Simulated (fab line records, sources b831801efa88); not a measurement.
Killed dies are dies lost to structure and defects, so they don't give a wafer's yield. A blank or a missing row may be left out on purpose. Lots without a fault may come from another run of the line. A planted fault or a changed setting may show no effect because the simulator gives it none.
A struck lot beside a sound one | flow gf180mcu | 16 steps out of a route of 602
Sound: wafers L998.3, L998.4, L998.5. Struck: wafers L993.1, L993.2, L993.6. The cause comes at the end.
At each step with rows: each side's tool, then ch and its chambers, then its first start. Under that, the readings that differ: sound wafers | struck wafers | difference of the means | sigmas: that difference in standard deviations of wafers without a fault.
alike: readings whose means differ by less than 2 such deviations, and words and numbers that are the same on both sides. not compared: withheld readings, readings that some wafer has no value for, bounds like >300 that may hide the same value, and numbers for which the record gives no deviation and whose values overlap.
The two part at a step that has a row with sigmas, a row that says differs or no value, or rows on one side only. Numbers that don't overlap but have no deviation are shown without sigmas and don't part them. A reading that every wafer of one side lacks parts them only if that side has two wafers or more.

GF_POLY_GATE_THK_MEAS_01:
  sound on film_metro-03, day 14 15:01; struck on film_metro-03, day 13 06:10
  alike: POLY_GATE_CVD_00_THK
then, 8 steps without rows for these wafers: GF_POLY_GATE_DEHYDRATE_02 (time 60 s); GF_POLY_GATE_HMDS_03 (prime time 60 s); GF_POLY_GATE_COAT_04; GF_POLY_GATE_COAT_05 (resist thk 700 nm); GF_POLY_GATE_SOFTBAKE_06 (time 60 s); GF_POLY_GATE_EXPOSE_07 (exposes mask Poly2, target cd 280 nm); GF_POLY_GATE_PEB_08 (peb time 90 s); GF_POLY_GATE_DEVELOP_09 (develop time 60 s).
GF_POLY_GATE_CD_MEAS_10: target cd 280 nm.
  sound on cd_sem-02, day 15 13:03; struck on cd_sem-02, day 14 02:19
  alike: cd_nm
GF_POLY_GATE_OVL_MEAS_11:
  sound on overlay-01, day 15 13:08; struck on overlay-01, day 14 02:26
  alike: POLY_GATE_OVL
GF_POLY_GATE_ETCH_12: etches BARC in N2/H2.
  sound on rie_diel-04 ch 0,1, day 15 13:10; struck on rie_diel-04 ch 0,2,3, day 14 02:28
  alike: bias_w, chamber_pressure_mTorr, drypump_motor_current_A, h2_flow_sccm, n2_flow_sccm, oes_product_au, throttle_valve_pct
GF_POLY_GATE_ETCH_13: etches poly-Si in HBr/Cl2, stops on SiO2, target depth 198.5 nm, time 72.55 s.
  sound on rie_si-01 ch 0,2,3, day 15 13:13; struck on rie_si-02 ch 0,1, day 14 02:31
  no value came back on the struck wafers for any of 5 readings (HBr_flow_sccm (sccm), chamber_pressure_mTorr (mTorr) and others); on the sound wafers HBr_flow_sccm (sccm) reads 150.0 151.3 150.3
  not compared: rf_hours_counter_h
GF_POLY_GATE_STRIP_14: strips in O2/N2.
  sound on plasma_asher-01 ch 0,1, day 15 13:18; struck on plasma_asher-01 ch 0,1, day 14 02:34
  reading               | sound             | struck            | difference | sigmas
  oes_product_au (a.u.) | 0.504 0.507 0.507 | 0.541 0.540 0.540 | +0.034     | +7
  alike: chamber_pressure_mTorr, drypump_motor_current_A, heater_power_w, n2_flow_sccm
  not compared: rf_hours_counter_h
then, 1 step without rows for these wafers: GF_POLY_GATE_CLEAN_15 (cleans in SC1/SC2, time 150 s).
-- the record jumps here: 19 days lie between the struck wafers' starts before and after (it left off in module POLY_GATE and takes up again in module PASSIVATION, whose first step shown is number 602 of the route) --
GF_PASSIVATION_PROBE_99:
  the record has rows for the struck wafers here (prober-01, day 33 11:32) and none for the sound ones

WHERE THEY PART
First at GF_POLY_GATE_ETCH_13; last, within this record, at GF_PASSIVATION_PROBE_99.

WHY: what the simulator had put in
Skipped step whole: rie_si-02, from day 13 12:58 on, at GF_POLY_GATE_ETCH_13. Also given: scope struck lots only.
